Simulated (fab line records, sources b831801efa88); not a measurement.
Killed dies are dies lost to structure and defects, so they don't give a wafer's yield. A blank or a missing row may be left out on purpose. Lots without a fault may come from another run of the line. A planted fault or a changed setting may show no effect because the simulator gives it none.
fab line records | flow gf180mcu
record lots=13 wafers=39 last_day=34
route steps=602 shown NSD@245 M1@330 M2@362
lots that met no fault: from a run of the same line without faults
start_h: hours from the record's first day to the start of the lot's first wafer shown | wait_h: hours since the lot's step before | " the same as in the row above | L1.1+2: a row that stands for several wafers | - no value, or no start given | * or withheld: withheld | < > ~ a bound
route shown NAME@n: a module of which the file shows steps, and the number in the route of the first | usual: mean/standard deviation of fault-free wafers | same: alike in all rows | chamber/n: place in a boat | sites: the reading at each site | _std_site: their standard deviation | _edge_site: outer sites' mean less inner sites' | radius_mm: how far each site lies from the wafer's centre | mask NAME#n: copy n | behind: the tool/chamber that last shaped the wafer | hold: why the lot was held/for how many hours/how that ended | device: the transistor (n, p or np) that didn't switch | end of line: the same wafers' tests at the end of the route | a step without rows: its recipe alone | killed: dies lost to structure and defects at the first sort, not the wafer's yield | map: a wafer's dies, x killed, . not, _ none there
set.NAME: the setting as run; set.NAME@STEP: as run at that earlier step | model.NAME: the simulator's own value behind a step, which no gauge read
steps of the route over a sample of lots; a table a step, a row a wafer
services: from which hour (start_h, from the record's first day; less than 0 if before it) a tool's chamber was out of use, for how many hours, and why
## steps
# step GF_NSD_IMPLANT_10
# recipe species=P energy_kev=40 dose_cm2=5e+14 tilt_deg=7
# columns lot.wafer tool chamber start_h wait_h
L653.2+4+5 implanter-04 0 298.15 0.1
L655.2+4+6 implanter-04 0 315.00 0.1
L657.1+3+6 implanter-01 0 330.72 0.1
L656.1+4+6 implanter-03 0 332.13 0.1
L658.2+3+5 implanter-03 0 340.00 0.1
L659.2+4+5 implanter-01 0 352.00 0.1
L660.1+3+4 implanter-04 0 362.13 0.1
L663.1+5+6 implanter-01 0 383.73 0.1
L667.1+2+6 implanter-03 0 408.58 0.1
L668.1+2+6 implanter-01 0 416.57 0.1
L674.3+4+5 implanter-04 0 464.67 0.1
L675.1+2+4 implanter-04 0 474.57 0.1
L676.1+2+4 implanter-04 0 486.07 0.1
# step GF_PSD_RS_MEAS_14
# recipe thk_meas_gauge=four-point-probe
# usual NSD_RS=46.13/0.086
# columns lot.wafer tool chamber start_h wait_h NSD_RS[ohm/sq]
L653.2 film_metro-02 - 319.54 0.1 46.22
L653.4 " - " " 46.18
L653.5 " - " " 46.17
L655.2 film_metro-03 - 336.54 0.1 46.16
L655.4 " - " " 46.21
L655.6 " - " " 46.19
L657.1 film_metro-01 - 353.12 0.1 46.14
L657.3 " - " " 46.15
L657.6 " - " " 46.16
L656.1 film_metro-03 - 354.47 0.1 46.19
L656.4 " - " " 46.14
L656.6 " - " " 46.06
L658.2 film_metro-01 - 362.42 0.1 46.10
L658.3 " - " " 46.24
L658.5 " - " " 46.19
L659.2 film_metro-02 - 375.49 0.1 46.10
L659.4 " - " " 46.13
L659.5 " - " " 46.13
L660.1 film_metro-02 - 385.33 0.1 46.03
L660.3 " - " " 46.02
L660.4 " - " " 46.02
L663.1 film_metro-03 - 407.63 0.1 46.16
L663.5 " - " " 46.05
L663.6 " - " " 46.10
L667.1 film_metro-03 - 432.77 0.1 46.01
L667.2 " - " " 46.21
L667.6 " - " " 46.04
L668.1 film_metro-01 - 441.47 0.1 46.48
L668.2 " - " " 46.39
L668.6 " - " " 46.41
L674.3 film_metro-03 - 488.71 0.1 46.10
L674.4 " - " " 46.08
L674.5 " - " " 46.09
L675.1 film_metro-03 - 498.32 0.1 46.11
L675.2 " - " " 46.09
L675.4 " - " " 45.99
L676.1 film_metro-01 - 510.17 0.1 46.05
L676.2 " - " " 46.21
L676.4 " - " " 46.05
# step GF_M1_OVL_MEAS_15
# usual M1_OVL=0/4.6
# columns lot.wafer tool chamber start_h wait_h M1_OVL[nm]
L653.2 overlay-01 - 388.69 0.1 -1
L653.4 " - " " -1
L653.5 " - " " -7
L655.2 overlay-01 - 406.70 0.1 -4
L655.4 " - " " -8
L655.6 " - " " 3
L657.1 overlay-01 - 425.34 0.1 0
L657.3 " - " " 2
L657.6 " - " " -4
L656.1 overlay-02 - 427.58 0.1 3
L656.4 " - " " 4
L656.6 " - " " 4
L658.2 overlay-02 - 436.34 0.1 7
L658.3 " - " " -4
L658.5 " - " " 9
L659.2 overlay-02 - 449.24 0.1 2
L659.4 " - " " -1
L659.5 " - " " 2
L660.1 overlay-01 - 459.83 0.1 -4
L660.3 " - " " -1
L660.4 " - " " -5
L663.1 overlay-01 - 482.28 0.1 2
L663.5 " - " " -2
L663.6 " - " " 0
L667.1 overlay-02 - 507.84 0.1 2
L667.2 " - " " 0
L667.6 " - " " -5
L668.1 overlay-01 - 514.99 0.1 -2
L668.2 " - " " -7
L668.6 " - " " -3
L674.3 overlay-01 - 560.50 0.1 3
L674.4 " - " " -2
L674.5 " - " " 1
L675.1 overlay-02 - 568.48 0.1 5
L675.2 " - " " -2
L675.4 " - " " -2
L676.1 overlay-02 - 580.39 0.1 3
L676.2 " - " " 1
L676.4 " - " " 1
# step GF_M2_SPUTTER_00
# recipe material=Ti target_thk_nm=37.5 arriving_ion_energy_ev=80 substrate_temp_c=200 chamber_pressure_pa=2 power_w=4000 time_s=150
# usual throttle_valve_pct=29.5/0.93
# columns lot.wafer tool chamber start_h wait_h throttle_valve_pct
L653.2 pvd_sputter-03 - 414.43 0.2 28.6
L653.4 " - " " 30.2
L653.5 " - " " 28.5
L655.2 pvd_sputter-01 - 432.74 0.2 31.9
L655.4 " - " " 30.2
L655.6 " - " " 28.9
L657.1 pvd_sputter-02 - 451.98 0.1 29.6
L657.3 " - " " 29.7
L657.6 " - " " 29.7
L656.1 pvd_sputter-03 - 454.68 0.2 29.8
L656.4 " - " " 28.7
L656.6 " - " " 29.9
L658.2 pvd_sputter-03 - 463.07 0.1 28.6
L658.3 " - " " 30.1
L658.5 " - " " 29.8
L659.2 pvd_sputter-03 - 476.47 0.2 30.2
L659.4 " - " " 29.1
L659.5 " - " " 29.2
L660.1 pvd_sputter-03 - 486.64 0.2 28.5
L660.3 " - " " 29.3
L660.4 " - " " 30.4
L663.1 pvd_sputter-02 - 508.70 0.2 28.3
L663.5 " - " " 28.0
L663.6 " - " " 29.2
L667.1 pvd_sputter-01 - 533.42 0.2 30.3
L667.2 " - " " 31.6
L667.6 " - " " 29.1
L668.1 pvd_sputter-03 - 540.86 0.2 28.6
L668.2 " - " " 30.3
L668.6 " - " " 30.1
L674.3 pvd_sputter-02 - 585.27 0.1 29.9
L674.4 " - " " 29.0
L674.5 " - " " 29.1
L675.1 pvd_sputter-03 - 592.73 0.2 29.2
L675.2 " - " " 30.4
L675.4 " - " " 29.9
L676.1 pvd_sputter-03 - 604.81 0.2 30.1
L676.2 " - " " 30.2
L676.4 " - " " 29.2
# step GF_M2_THK_MEAS_06
# recipe thk_meas_gauge=xrf reads=AlCu_of_M2_SPUTTER_02
# usual M2_ALCU_THK=446/6.8
# columns lot.wafer tool chamber start_h wait_h M2_ALCU_THK[nm]
L653.2 film_metro-04 - 414.78 0.1 448
L653.4 " - " " 452
L653.5 " - " " 451
L655.2 film_metro-04 - 433.09 0.1 436
L655.4 " - " " 444
L655.6 " - " " 451
L657.1 film_metro-03 - 452.32 0.1 452
L657.3 " - " " 445
L657.6 " - " " 446
L656.1 film_metro-03 - 455.02 0.1 447
L656.4 " - " " 447
L656.6 " - " " 447
L658.2 film_metro-02 - 463.42 0.1 442
L658.3 " - " " 443
L658.5 " - " " 444
L659.2 film_metro-03 - 476.82 0.1 444
L659.4 " - " " 455
L659.5 " - " " 454
L660.1 film_metro-02 - 486.98 0.1 439
L660.3 " - " " 449
L660.4 " - " " 431
L663.1 film_metro-02 - 509.04 0.1 454
L663.5 " - " " 459
L663.6 " - " " 441
L667.1 film_metro-04 - 533.76 0.1 438
L667.2 " - " " 443
L667.6 " - " " 452
L668.1 film_metro-04 - 541.20 0.1 438
L668.2 " - " " 429
L668.6 " - " " 430
L674.3 film_metro-02 - 585.63 0.1 454
L674.4 " - " " 443
L674.5 " - " " 450
L675.1 film_metro-02 - 593.08 0.1 450
L675.2 " - " " 432
L675.4 " - " " 434
L676.1 film_metro-04 - 605.15 0.1 441
L676.2 " - " " 437
L676.4 " - " " 457
## services
# columns tool chamber start_h hours kind
pvd_sputter-01 - 322.64 0.9 repair
implanter-03 - 325.70 2.3 pm
implanter-03 - 326.95 4.0 repair
pvd_sputter-01 - 349.48 6.1 repair
implanter-03 - 349.52 1.5 repair
implanter-01 - 361.76 2.4 pm
pvd_sputter-02 - 387.94 2.5 repair
pvd_sputter-01 - 395.64 3.7 repair
pvd_sputter-02 - 397.58 47.5 repair
pvd_sputter-03 - 405.63 6.2 repair
implanter-03 - 424.21 4.4 repair
implanter-01 - 434.59 6.1 repair
implanter-01 - 451.65 47.0 repair
pvd_sputter-03 1 454.90 - consumable_replace:kit
pvd_sputter-03 1 454.90 18.0 scheduled_down
implanter-03 - 467.39 1.9 repair
implanter-04 - 546.94 2.3 repair
implanter-04 - 551.37 5.1 repair
pvd_sputter-02 - 557.11 2.1 repair
pvd_sputter-01 - 563.85 2.2 repair
implanter-03 - 577.29 2.4 repair
pvd_sputter-01 - 579.32 12.1 repair
implanter-04 - 595.93 0.6 repair
implanter-04 - 601.40 4.6 pm
## key
first_sign step=GF_PSD_RS_MEAS_14 reading=NSD_RS direction=up sigmas=3.5 usual=46.13 struck=46.43
effect none on later readings
met_at GF_NSD_IMPLANT_10
struck_lots L668
tester_left_out L668
not_acting_at GF_M1_OVL_MEAS_15,GF_M2_SPUTTER_00,GF_M2_THK_MEAS_06
onset_between 383.73 416.57
fault kind=process_parameter_drift tool=implanter-01 chamber=- onset_h=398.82 steps=GF_NSD_IMPLANT_10 channel=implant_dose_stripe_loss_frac offset=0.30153 shape=step end_h=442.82
# tester_left_out: of these lots the tester's yield and bins aren't shown, on N5 and GAA mostly nor the transistor test; their killed dies are dies lost to structure and defects alone, not to doping, threshold or leakage, so they don't give the yield
